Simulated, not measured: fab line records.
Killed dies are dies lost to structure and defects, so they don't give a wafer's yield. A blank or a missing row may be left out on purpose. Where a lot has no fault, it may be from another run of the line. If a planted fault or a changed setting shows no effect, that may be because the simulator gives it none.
Which tool is to blame? / flow sky130 / 30 wafers from 10 lots sampled at 4 of the route's 708 steps

## WHAT THE GAUGES READ, wafer by wafer
SKY_LI_CONTACT_OVL_MEAS_13. Usual: LI_CONTACT_OVL typically reads 2 nm, with standard deviation 5.8.
lot=L173; measured=day 29 03:17; on=overlay-02; LI_CONTACT_OVL (nm)=-6 1 6; flag=
lot=L174; measured=day 29 14:32; on=overlay-01; LI_CONTACT_OVL (nm)=0 -1 0; flag=
lot=L179; measured=day 31 05:47; on=overlay-01; LI_CONTACT_OVL (nm)=7 2 6; flag=
lot=L182; measured=day 33 11:10; on=overlay-02; LI_CONTACT_OVL (nm)=6 -1 -1; flag=
lot=L184; measured=day 33 16:32; on=overlay-02; LI_CONTACT_OVL (nm)=0 5 6; flag=
lot=L187; measured=day 34 04:23; on=overlay-01; LI_CONTACT_OVL (nm)=4 13 8; flag=
lot=L190; measured=day 34 23:26; on=overlay-02; LI_CONTACT_OVL (nm)=-2 -5 5; flag=
lot=L191; measured=day 35 05:33; on=overlay-01; LI_CONTACT_OVL (nm)=0 -5 0; flag=
lot=L192; measured=day 35 11:59; on=overlay-02; LI_CONTACT_OVL (nm)=0 5 4; flag=
lot=L194; measured=day 35 21:01; on=overlay-01; LI_CONTACT_OVL (nm)=1 0 4; flag=

SKY_LOCAL_INTERCONNECT_RS_MEAS_01: measures by four-point-probe. Usual: LOCAL_INTERCONNECT_TIN_RS typically reads 14.03 ohm/sq, with standard deviation 0.21.
lot=L173; measured=day 29 04:34; on=film_metro-03; LOCAL_INTERCONNECT_TIN_RS (ohm/sq)=14.03 14.27 14.09; flag=
lot=L174; measured=day 29 15:50; on=film_metro-01; LOCAL_INTERCONNECT_TIN_RS (ohm/sq)=13.75 13.96 13.76; flag=
lot=L179; measured=day 31 07:04; on=film_metro-03; LOCAL_INTERCONNECT_TIN_RS (ohm/sq)=13.89 14.12 13.86; flag=
lot=L182; measured=day 33 12:26; on=film_metro-01; LOCAL_INTERCONNECT_TIN_RS (ohm/sq)=8.66 8.68 8.63; flag=OFF
lot=L184; measured=day 33 17:48; on=film_metro-04; LOCAL_INTERCONNECT_TIN_RS (ohm/sq)=8.69 8.69 8.63; flag=OFF
lot=L187; measured=day 34 05:39; on=film_metro-01; LOCAL_INTERCONNECT_TIN_RS (ohm/sq)=13.87 14.03 14.28; flag=
lot=L190; measured=day 35 00:42; on=film_metro-04; LOCAL_INTERCONNECT_TIN_RS (ohm/sq)=13.63 13.93 14.01; flag=
lot=L191; measured=day 35 06:52; on=film_metro-01; LOCAL_INTERCONNECT_TIN_RS (ohm/sq)=14.45 14.21 14.17; flag=
lot=L192; measured=day 35 13:26; on=film_metro-01; LOCAL_INTERCONNECT_TIN_RS (ohm/sq)=13.72 14.13 14.11; flag=
lot=L194; measured=day 35 22:17; on=film_metro-01; LOCAL_INTERCONNECT_TIN_RS (ohm/sq)=13.92 14.16 13.87; flag=

SKY_LOCAL_INTERCONNECT_THK_MEAS_02: measures by xrf. Usual: LOCAL_INTERCONNECT_TIN_THK typically reads 100.8 nm, with standard deviation 1.6.
lot=L173; measured=day 29 04:41; on=film_metro-03; LOCAL_INTERCONNECT_TIN_THK (nm)=100.5 99.1 100.4; flag=
lot=L174; measured=day 29 15:56; on=film_metro-01; LOCAL_INTERCONNECT_TIN_THK (nm)=103.9 102.6 103.7; flag=
lot=L179; measured=day 31 07:10; on=film_metro-03; LOCAL_INTERCONNECT_TIN_THK (nm)=100.9 99.5 101.0; flag=
lot=L182; measured=day 33 12:34; on=film_metro-01; LOCAL_INTERCONNECT_TIN_THK (nm)=161.2 161.5 162.3; flag=OFF
lot=L184; measured=day 33 17:55; on=film_metro-04; LOCAL_INTERCONNECT_TIN_THK (nm)=159.1 158.6 159.8; flag=OFF
lot=L187; measured=day 34 05:46; on=film_metro-01; LOCAL_INTERCONNECT_TIN_THK (nm)=102.2 101.3 99.0; flag=
lot=L190; measured=day 35 00:49; on=film_metro-04; LOCAL_INTERCONNECT_TIN_THK (nm)=103.4 100.6 100.1; flag=
lot=L191; measured=day 35 06:57; on=film_metro-01; LOCAL_INTERCONNECT_TIN_THK (nm)=98.7 100.5 100.4; flag=
lot=L192; measured=day 35 13:33; on=film_metro-01; LOCAL_INTERCONNECT_TIN_THK (nm)=103.7 100.5 100.3; flag=
lot=L194; measured=day 35 22:24; on=film_metro-01; LOCAL_INTERCONNECT_TIN_THK (nm)=101.7 100.6 102.2; flag=

## WHICH TOOL RAN EACH LOT (tool, then ch and the chambers of the sampled wafers, then the start)
lot=L173; SKY_LOCAL_INTERCONNECT_SPUTTER_00=pvd_sputter-03, day 29 04:29
lot=L174; SKY_LOCAL_INTERCONNECT_SPUTTER_00=pvd_sputter-04, day 29 15:43
lot=L179; SKY_LOCAL_INTERCONNECT_SPUTTER_00=pvd_sputter-03, day 31 06:58
lot=L182; SKY_LOCAL_INTERCONNECT_SPUTTER_00=pvd_sputter-03, day 33 12:23
lot=L184; SKY_LOCAL_INTERCONNECT_SPUTTER_00=pvd_sputter-03, day 33 17:44
lot=L187; SKY_LOCAL_INTERCONNECT_SPUTTER_00=pvd_sputter-04, day 34 05:35
lot=L190; SKY_LOCAL_INTERCONNECT_SPUTTER_00=pvd_sputter-02, day 35 00:38
lot=L191; SKY_LOCAL_INTERCONNECT_SPUTTER_00=pvd_sputter-02, day 35 06:44
lot=L192; SKY_LOCAL_INTERCONNECT_SPUTTER_00=pvd_sputter-02, day 35 13:22
lot=L194; SKY_LOCAL_INTERCONNECT_SPUTTER_00=pvd_sputter-02, day 35 22:13
- SKY_LOCAL_INTERCONNECT_SPUTTER_00: material TiN, target thk 100 nm, time 83.3 s.

## AS READ BY THE TOOLS THEMSELVES (means over the sampled wafers that have a number; for cases with no such wafer, the mark the record gives instead)
SKY_LOCAL_INTERCONNECT_SPUTTER_00. Usual: susceptor_temp_C 299.97 C, standard deviation 0.19; throttle_valve_pct 30.8 %, standard deviation 0.82.
lot=L173; tool=pvd_sputter-03; susceptor_temp_C (C)=299.96; throttle_valve_pct (%)=30.2; flag=
lot=L174; tool=pvd_sputter-04; susceptor_temp_C (C)=299.98; throttle_valve_pct (%)=31.0; flag=
lot=L179; tool=pvd_sputter-03; susceptor_temp_C (C)=299.98; throttle_valve_pct (%)=30.6; flag=
lot=L182; tool=pvd_sputter-03; susceptor_temp_C (C)=299.99; throttle_valve_pct (%)=29.9; flag=
lot=L184; tool=pvd_sputter-03; susceptor_temp_C (C)=299.86; throttle_valve_pct (%)=29.6; flag=
lot=L187; tool=pvd_sputter-04; susceptor_temp_C (C)=299.88; throttle_valve_pct (%)=31.5; flag=
lot=L190; tool=pvd_sputter-02; susceptor_temp_C (C)=300.05; throttle_valve_pct (%)=30.9; flag=
lot=L191; tool=pvd_sputter-02; susceptor_temp_C (C)=300.00; throttle_valve_pct (%)=31.0; flag=
lot=L192; tool=pvd_sputter-02; susceptor_temp_C (C)=299.94; throttle_valve_pct (%)=31.2; flag=
lot=L194; tool=pvd_sputter-02; susceptor_temp_C (C)=300.06; throttle_valve_pct (%)=31.1; flag=

## THE ANSWER, worked out from the rows above alone
Rule: a lot is off if the mean of its wafers that have a number lies more than 3 standard deviations from the usual mean. A lot without any number at a reading at which 4 lots or more have one is off too. The other lots that the step has rows for count as sound. First the gauges in route order, then the tools' own readings, where a lot's mean is used as printed above. The first step at which some lot is off is used, and at that step the reading that is off furthest; a lot without a number counts as furthest.
Off: L182, L184, at SKY_LOCAL_INTERCONNECT_RS_MEAS_01 (LOCAL_INTERCONNECT_TIN_RS).
A tool fits if, at a process step before that reading, it ran every lot that is off, and no sound lot after the first of them. The gauges at SKY_LOCAL_INTERCONNECT_RS_MEAS_01 are tried like those tools. One candidate fits, namely pvd_sputter-03 at SKY_LOCAL_INTERCONNECT_SPUTTER_00. A fault onset in the window from L179 (day 31 06:58, its last sound lot) to L182 (day 33 12:23, its first lot off) fits.

## WHAT HAD BEEN PUT IN BY THE SIMULATOR
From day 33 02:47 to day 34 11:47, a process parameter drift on pvd_sputter-03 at SKY_LOCAL_INTERCONNECT_SPUTTER_00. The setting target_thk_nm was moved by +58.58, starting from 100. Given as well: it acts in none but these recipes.
Lots struck among those shown: L182, L184. Same finding as the rule above.
